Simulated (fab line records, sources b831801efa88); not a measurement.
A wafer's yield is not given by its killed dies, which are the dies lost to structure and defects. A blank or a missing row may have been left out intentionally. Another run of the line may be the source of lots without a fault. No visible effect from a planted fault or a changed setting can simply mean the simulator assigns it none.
Matching of chambers | flow gf180mcu | rieDiel-04 running GF_HV_LDD_ETCHBACK_58: 4 sister chambers
The step etches Si3N4 in CH3F/O2, stops on SiO2, time 100 s, target depth 90 nm. 4 wafers are shown with their chamber, then 7 later ones without.

== WAFERS, EACH WITH ITS CHAMBER ==
wafer  | chamber | drypumpMotorCurrentA (A)
L218.4 | 0       | 5.7
L220.3 | 1       | 6.7
L221.2 | 3       | 6.1
L221.4 | 2       | 6.3

== WAFERS WHOSE CHAMBER IS MISSING ==
wafer  | drypumpMotorCurrentA (A)
L221.6 | 6.1
L229.1 | 6.4
L229.2 | 6.7
L229.4 | 5.7
L231.3 | 6.7
L231.4 | 5.7
L231.5 | 5.7

== THE CHAMBER EACH PASSED THROUGH ==
wafer  | from the rows above | in truth
L221.6 | 3                   | 3
L229.1 | 2                   | 2
L229.2 | 1                   | 1
L229.4 | 0                   | 0
L231.3 | 1                   | 1
L231.4 | 0                   | 0
L231.5 | 0                   | 0
Correctly placed: 7 of 7. From these rows, 0 cannot be placed. Wrongly placed: 0.
How it was worked out, from the rows above alone: a wafer's distance from a chamber is the root of the sum, over the readings, of the square of ((its reading less the chamber's mean) divided by the reading's scatter). If the next closest chamber is less than 2 further off than the closest, the wafer can't be placed; otherwise it belongs to the closest. Each chamber's mean is taken over the wafers shown for it. The scatter: root of mean squared gap, hidden wafer to nearest shown wafer, with one shown wafer a chamber.
